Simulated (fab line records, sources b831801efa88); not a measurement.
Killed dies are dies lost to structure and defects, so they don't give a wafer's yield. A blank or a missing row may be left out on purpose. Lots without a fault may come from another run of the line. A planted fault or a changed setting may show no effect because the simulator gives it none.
Chamber matching | flow gf180mcu | GF_V5_ETCH_16 on rie_diel-03: 4 sister chambers
The step etches BARC in N2/H2. 16 wafers are shown with their chamber, then 8 later ones without.

WAFERS WITH THEIR CHAMBER
wafer  | chamber | oes_product_au (a.u.) | n2_flow_sccm (sccm) | throttle_valve_pct (%)
L075.1 | 3       | 0.860                 | 99.95               | 13.234
L075.3 | 1       | 0.855                 | 99.69               | 13.216
L075.6 | 3       | 0.861                 | 100.02              | 13.218
L079.1 | 0       | 0.853                 | 100.12              | 13.238
L079.2 | 2       | 0.856                 | 100.32              | 13.232
L079.3 | 3       | 0.860                 | 100.28              | 13.217
L081.1 | 2       | 0.856                 | 99.64               | 13.209
L081.4 | 2       | 0.846                 | 99.65               | 13.224
L081.5 | 3       | 0.856                 | 100.25              | 13.227
L083.1 | 1       | 0.862                 | 100.26              | 13.229
L083.5 | 2       | 0.851                 | 99.82               | 13.235
L083.6 | 1       | 0.856                 | 100.16              | 13.238
L089.1 | 3       | 0.855                 | 100.05              | 13.217
L089.2 | 0       | 0.860                 | 100.37              | 13.227
L089.6 | 3       | 0.859                 | 100.28              | 13.213
L090.2 | 2       | 0.855                 | 100.02              | 13.206

SIGNATURES (means of the wafers above)
reading            | chamber 0 | chamber 1 | chamber 2 | chamber 3 | scatter within a chamber
oes_product_au     | 0.85650   | 0.85767   | 0.85280   | 0.85850   | 0.00362
n2_flow_sccm       | 100.2450  | 100.0367  | 99.8900   | 100.1383  | 0.233
throttle_valve_pct | 13.23250  | 13.22767  | 13.22120  | 13.22100  | 0.0104
Rule: a wafer's distance from a chamber is the root of the sum, over the readings, of the square of ((its reading less the chamber's mean) divided by the reading's scatter). The wafer belongs to the nearest chamber; if the next one is less than 2 further off, it can't be placed. The scatter: the root of (the sum of the squares of (reading less its chamber's mean) over the shown wafers, divided by (wafers less chambers)).

WAFERS WITHOUT THEIR CHAMBER
wafer  | oes_product_au (a.u.) | n2_flow_sccm (sccm) | throttle_valve_pct (%)
L090.4 | 0.849                 | 99.95               | 13.226
L090.5 | 0.859                 | 99.70               | 13.219
L093.1 | 0.857                 | 100.05              | 13.219
L093.3 | 0.851                 | 99.88               | 13.243
L093.4 | 0.860                 | 99.76               | 13.219
L097.2 | 0.864                 | 100.25              | 13.236
L097.3 | 0.860                 | 100.00              | 13.215
L097.4 | 0.859                 | 100.67              | 13.216

WHICH CHAMBER EACH WENT THROUGH
wafer  | from the rows above               | in truth
L090.4 | can't be placed: 2 or 1 or 0 or 3 | 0
L090.5 | can't be placed: 1 or 3 or 2 or 0 | 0
L093.1 | can't be placed: 3 or 1 or 2 or 0 | 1
L093.3 | can't be placed: 2 or 0 or 1 or 3 | 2
L093.4 | can't be placed: 1 or 3 or 2 or 0 | 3
L097.2 | can't be placed: 0 or 1 or 3 or 2 | 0
L097.3 | can't be placed: 3 or 1 or 2 or 0 | 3
L097.4 | can't be placed: 3 or 0 or 1 or 2 | 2
Placed correctly: 0 of 8. Can't be placed from these rows: 8 (the true chamber is among the candidates in 8). Placed wrongly: 0.
